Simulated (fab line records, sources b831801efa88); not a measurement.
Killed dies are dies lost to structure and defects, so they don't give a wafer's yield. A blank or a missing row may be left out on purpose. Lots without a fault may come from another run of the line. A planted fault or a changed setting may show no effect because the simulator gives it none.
One fault seen from 2 desks | flow sky130 | each desk has only its own numbers; what lay behind them comes last

THE METROLOGY DESK
What the gauges read, lot by lot, whatever tool the lot ran on: means of the sampled wafers that have a number. A lot is out of limits, marked OUT, if its mean lies more than 4 standard deviations from the usual mean; the brackets give that distance.
Columns: A = POLY_GATE_CVD_00_THK at SKY_POLY_GATE_THK_MEAS_01, usual 179.4 nm; B = SD_N_TW at SKY_SD_N_TW_MEAS_12, usual 3971; C = SD_N_RS at SKY_SD_N_RS_MEAS_16, usual 68.55 ohm/sq; D = CONTACT_CVD_00_THK at SKY_CONTACT_THK_MEAS_01, usual 74.6 nm
lot  | first seen here | A     | B              | C               | D
L643 | day 14 02:42    | 178.5 | 3932           | 68.54           | 75.9
L645 | day 14 19:29    | 180.3 | 3970           | 68.51           | 75.2
L646 | day 15 16:07    | 178.9 | 3958           | 68.70           | 74.6
L647 | day 15 22:58    | 180.0 | 3959           | 68.55           | 75.1
L648 | day 16 03:23    | 181.4 | 3990           | 68.58           | 74.5
L649 | day 16 13:23    | 179.2 | 3955           | 68.51           | 73.8
L650 | day 17 00:01    | 180.7 | 3986           | 68.48           | 75.6
L653 | day 17 20:22    | 176.5 | 3971           | 68.41           | 73.5
L655 | day 18 18:13    | 178.7 | 3675 (-16) OUT | 79.51 (+91) OUT | 75.1
L658 | day 19 15:11    | 179.5 | 3676 (-16) OUT | 79.53 (+92) OUT | 74.1
L659 | day 19 23:23    | 182.1 | 3993           | 68.44           | 74.8
This desk's finding: out of limits on L655, L658; first on L655, day 32 12:37 (SD_N_TW at SKY_SD_N_TW_MEAS_12). In limits: L643, L645, L646, L647, L648, L649, L650, L653, L659.

THE TOOL OWNER'S DESK: implanter-04
The tool's own readings at SKY_SD_N_IMPLANT_09: means of the sampled wafers that have a number, for each lot that ran on this tool. A lot is out of limits, marked OUT, if its mean lies more than 4 standard deviations from the usual mean; the brackets give that distance.
Columns: A = beam_energy_keV at SKY_SD_N_IMPLANT_09, usual 49.999
lot  | first seen here | A
L643 | day 28 05:38    | 49.997
L653 | day 31 16:34    | 50.003
L655 | day 32 12:13    | 36.410 (-99 or more) OUT
L658 | day 33 08:26    | 36.416 (-99 or more) OUT
This desk's finding: out of limits on L655, L658; first on L655, day 32 12:13 (beam_energy_keV at SKY_SD_N_IMPLANT_09). In limits: L643, L653.

PUT TOGETHER
The tool owner's desk could have raised an alarm at day 32 12:13, on L655, L658.
The metrology desk could have raised an alarm at day 32 12:37, on L655, L658.
Of the lots named, all ran SKY_SD_N_IMPLANT_09 on implanter-04.

WHAT THE SIMULATOR HAD PUT IN
Process parameter drift: implanter-04, from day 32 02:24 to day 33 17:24, at SKY_SD_N_IMPLANT_09. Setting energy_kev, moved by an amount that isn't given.
Lots struck among those shown: L655, L658.
Hours from the fault's start to each desk's first reading out of limits: the tool owner's desk, 10; the metrology desk, 10.
